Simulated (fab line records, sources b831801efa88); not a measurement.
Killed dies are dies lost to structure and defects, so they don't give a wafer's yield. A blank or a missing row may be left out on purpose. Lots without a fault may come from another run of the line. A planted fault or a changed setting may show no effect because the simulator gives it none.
fab line records | flow sfq_line
record lots=5 wafers=15 last_day=97
route steps=325 shown M8@313
lots that met no fault: from a run of the same line without faults
start_h: hours from the record's first day to the start of the lot's first wafer shown | wait_h: hours since the lot's step before | " the same as in the row above | L1.1+2: a row that stands for several wafers | - no value, or no start given | * or withheld: withheld | < > ~ a bound
route shown NAME@n: a module of which the file shows steps, and the number in the route of the first | usual: mean/standard deviation of fault-free wafers | same: alike in all rows | chamber/n: place in a boat | sites: the reading at each site | _std_site: their standard deviation | _edge_site: outer sites' mean less inner sites' | radius_mm: how far each site lies from the wafer's centre | mask NAME#n: copy n | behind: the tool/chamber that last shaped the wafer | hold: why the lot was held/for how many hours/how that ended | device: the transistor (n, p or np) that didn't switch | end of line: the same wafers' tests at the end of the route | a step without rows: its recipe alone | killed: dies lost to structure and defects at the first sort, not the wafer's yield | map: a wafer's dies, x killed, . not, _ none there
set.NAME: the setting as run; set.NAME@STEP: as run at that earlier step | model.NAME: the simulator's own value behind a step, which no gauge read
lots at some steps of the route; a table a step, a row a wafer
services: from which hour (start_h, from the record's first day; less than 0 if before it) a tool's chamber was out of use, for how many hours, and why
## steps
# step SFQ_TRILAYER_M8_LITHO_COAT_193
# recipe resist=KrF spin_rpm=3000 resist_thk_nm=600
# usual spin_speed_rpm=3000.0/1.9
# columns lot.wafer tool chamber start_h wait_h spin_speed_rpm
L080.2 litho_track-04 0 - - 2999.8
L080.4 " 0 " " 2999.3
L080.5 " 0 " " 3000.6
L086.3 litho_track-04 0 - - 2998.7
L086.5 " 0 " " 2999.9
L086.6 " 0 " " 2999.9
L088.2 litho_track-02 0 - - 2997.1
L088.4 " 0 " " 2999.8
L088.5 " 0 " " 3000.3
L090.1 litho_track-03 0 - - 3005.4
L090.2 " 0 " " 3001.1
L090.4 " 0 " " 3001.8
L097.2 litho_track-04 0 - - 2997.9
L097.3 " 0 " " 2999.9
L097.5 " 0 " " 3000.2
# step SFQ_TRILAYER_M8_LITHO_SOFTBAKE_199
# recipe temp_c=withheld time_s=withheld resist=KrF
# columns lot.wafer tool chamber start_h wait_h
L080.2+4+5 litho_track-04 0 - -
L086.3+5+6 litho_track-04 0 - -
L088.2+4+5 litho_track-02 0 - -
L090.1+2+4 litho_track-03 0 - -
L097.2+3+5 litho_track-04 0 - -
# step SFQ_TRILAYER_M8_LITHO_EXPOSE_194
# recipe mask_id=M8 na=0.6 source_shape=conventional sigma_outer=0.65 target_cd_nm=2000 dose_mj=14.4
# same na=0.6
# columns lot.wafer tool chamber start_h wait_h mask
L080.2+4+5 krf_scanner-01 0 2182.93 - M8#0
L086.3+5+6 krf_scanner-01 0 2215.53 - M8#0
L088.2+4+5 krf_scanner-01 0 2248.15 - M8#0
L090.1+2+4 krf_scanner-01 0 2257.55 - M8#0
L097.2+3+5 krf_scanner-01 0 2327.94 - M8#0
# step SFQ_TRILAYER_M8_LITHO_PEB_196
# recipe peb_temp_c=116 peb_time_s=60 resist=KrF
# same peb_time_s=60
# columns lot.wafer tool chamber start_h wait_h
L080.2+4+5 litho_track-04 0 2183.96 0.8
L086.3+5+6 litho_track-04 0 2216.38 0.7
L088.2+4+5 litho_track-02 0 2249.18 0.8
L090.1+2+4 litho_track-04 0 2258.75 1.0
L097.2+3+5 litho_track-04 0 2328.96 0.8
# step SFQ_TRILAYER_M8_LITHO_DEVELOP_195
# recipe img_clear_s=15 time_s=55 resist=KrF
# columns lot.wafer tool chamber start_h wait_h
L080.2+4+5 litho_track-04 0 2184.10 0.1
L086.3+5+6 litho_track-04 0 2216.53 0.1
L088.2+4+5 litho_track-02 0 2249.33 0.1
L090.1+2+4 litho_track-04 0 2258.90 0.1
L097.2+3+5 litho_track-04 0 2329.11 0.1
# step SFQ_M8_OVL_MEAS_948
# usual M8_OVL=-3/5.5
# columns lot.wafer tool chamber start_h wait_h M8_OVL[nm]
L080.2 overlay-02 - 2184.23 0.1 0
L080.4 " - " " 0
L080.5 " - " " -3
L086.3 overlay-01 - 2216.63 0.1 0
L086.5 " - " " -11
L086.6 " - " " -3
L088.2 overlay-01 - 2249.45 0.1 3
L088.4 " - " " 6
L088.5 " - " " -2
L090.1 overlay-02 - 2259.04 0.1 0
L090.2 " - " " -5
L090.4 " - " " -3
L097.2 overlay-02 - 2329.23 0.1 -2
L097.3 " - " " 0
L097.5 " - " " -2
# step SFQ_TRILAYER_M8_DEP_EVAP_197
# recipe material=Ti angular_spread_deg=1 target_thk_nm=20 time_s=100 power_w=2000
# columns lot.wafer tool chamber start_h wait_h
L080.2+4+5 pvd_sputter-02 - 2184.26 0.0
L086.3+5+6 pvd_sputter-02 - 2216.66 0.0
L088.2+4+5 pvd_sputter-02 - 2249.48 0.0
L090.1+2+4 pvd_sputter-01 - 2259.08 0.0
L097.2+3+5 pvd_sputter-01 - 2329.26 0.0
# step SFQ_TRILAYER_M8_DEP_EVAP_198
# recipe material=Pt angular_spread_deg=1 target_thk_nm=50 time_s=250 power_w=2000
# columns lot.wafer tool chamber start_h wait_h
L080.2+4+5 pvd_sputter-02 - 2184.33 0.0
L086.3+5+6 pvd_sputter-02 - 2216.73 0.0
L088.2+4+5 pvd_sputter-02 - 2249.55 0.0
L090.1+2+4 pvd_sputter-01 - 2259.15 0.0
L097.2+3+5 pvd_sputter-01 - 2329.34 0.0
# step SFQ_TRILAYER_M8_DEP_EVAP_196
# recipe material=Au angular_spread_deg=1 target_thk_nm=180 time_s=900 power_w=2000
# columns lot.wafer tool chamber start_h wait_h
L080.2+4+5 pvd_sputter-02 - 2184.49 0.1
L086.3+5+6 pvd_sputter-02 - 2216.89 0.1
L088.2+4+5 pvd_sputter-02 - 2249.71 0.1
L090.1+2+4 pvd_sputter-01 - 2259.31 0.1
L097.2+3+5 pvd_sputter-01 - 2329.49 0.1
# step SFQ_M8_RS_MEAS_949
# recipe thk_meas_gauge=four-point-probe reads=Au_of_TRILAYER_M8_DEP_EVAP_196+Pt_of_TRILAYER_M8_DEP_EVAP_198+Ti_of_TRILAYER_M8_DEP_EVAP_197
# usual M8_AU_RS=0.1534/0.0013
# columns lot.wafer tool chamber start_h wait_h M8_AU_RS[ohm/sq]
L080.2 film_metro-02 - 2185.02 0.3 0.1556
L080.4 " - " " 0.1536
L080.5 " - " " 0.1539
L086.3 film_metro-03 - 2217.44 0.3 0.1534
L086.5 " - " " 0.1528
L086.6 " - " " 0.1536
L088.2 film_metro-04 - 2250.24 0.3 0.1522
L088.4 " - " " 0.1534
L088.5 " - " " 0.1513
L090.1 film_metro-02 - 2259.82 0.3 0.1552
L090.2 " - " " 0.1551
L090.4 " - " " 0.1547
L097.2 film_metro-02 - 2330.03 0.3 0.1557
L097.3 " - " " 0.1535
L097.5 " - " " 0.1531
# step SFQ_M8_THK_MEAS_950
# recipe thk_meas_gauge=xrf reads=Au_of_TRILAYER_M8_DEP_EVAP_196
# usual M8_AU_THK=179.4/1.6
# columns lot.wafer tool chamber start_h wait_h M8_AU_THK[nm]
L080.2 film_metro-02 - 2185.13 0.1 176.5
L080.4 " - " " 179.8
L080.5 " - " " 179.8
L086.3 film_metro-03 - 2217.54 0.1 180.2
L086.5 " - " " 181.9
L086.6 " - " " 180.5
L088.2 film_metro-04 - 2250.35 0.1 180.4
L088.4 " - " " 179.3
L088.5 " - " " 182.0
L090.1 film_metro-02 - 2259.94 0.1 177.0
L090.2 " - " " 177.4
L090.4 " - " " 178.3
L097.2 film_metro-02 - 2330.14 0.1 177.0
L097.3 " - " " 179.2
L097.5 " - " " 179.9
# step SFQ_TRILAYER_M8_LIFTOFF_LIFTOFF_197
# recipe temp_c=80 time_s=600 chemistry=NMP
# columns lot.wafer tool chamber start_h wait_h
L080.2+4+5 wet_bench-04 2,5,3 2185.18 0.0
L086.3+5+6 wet_bench-03 6,4,5 2217.58 0.0
L088.2+4+5 wet_bench-03 3,4,0 2250.40 0.0
L090.1+2+4 wet_bench-04 3,6,2 2260.00 0.1
L097.2+3+5 wet_bench-02 7,6,4 2330.19 0.0
# step SFQ_M8_BOW_MEAS_951
# recipe mode=bow
# usual M8_BOW=9/12
# columns lot.wafer tool chamber start_h wait_h M8_BOW[um]
L080.2 film_metro-03 - 2185.38 0.0 14
L080.4 " - " " -11
L080.5 " - " " 3
L086.3 film_metro-02 - 2217.80 0.0 -5
L086.5 " - " " 4
L086.6 " - " " -7
L088.2 film_metro-03 - 2250.60 0.0 35
L088.4 " - " " 22
L088.5 " - " " 30
L090.1 film_metro-04 - 2260.20 0.0 14
L090.2 " - " " 15
L090.4 " - " " 7
L097.2 film_metro-03 - 2330.38 0.0 8
L097.3 " - " " 16
L097.5 " - " " 21
## services
# columns tool chamber start_h hours kind
wet_bench-04 - 2067.09 5.6 repair
krf_scanner-01 - 2095.14 3.6 pm
krf_scanner-01 - 2110.69 4.6 repair
krf_scanner-01 - 2116.48 1.0 pm
krf_scanner-01 - 2125.88 1.3 pm
pvd_sputter-02 - 2165.97 4.1 repair
krf_scanner-01 - 2171.52 0.8 pm
krf_scanner-01 - 2175.59 0.8 pm
pvd_sputter-01 - 2181.91 9.1 repair
pvd_sputter-01 - 2198.13 11.2 repair
pvd_sputter-01 - 2207.64 2.2 repair
wet_bench-03 - 2238.69 1.2 repair
krf_scanner-01 - 2240.33 4.0 pm
wet_bench-03 - 2243.47 1.9 pm
pvd_sputter-02 - 2254.09 5.2 repair
krf_scanner-01 - 2285.15 1.0 pm
pvd_sputter-02 2 2294.26 - consumable_replace:kit
pvd_sputter-02 2 2294.26 18.0 scheduled_down
pvd_sputter-02 2 2294.26 18.0 vent_cycle
krf_scanner-01 - 2301.13 1.3 pm
## key
fault none
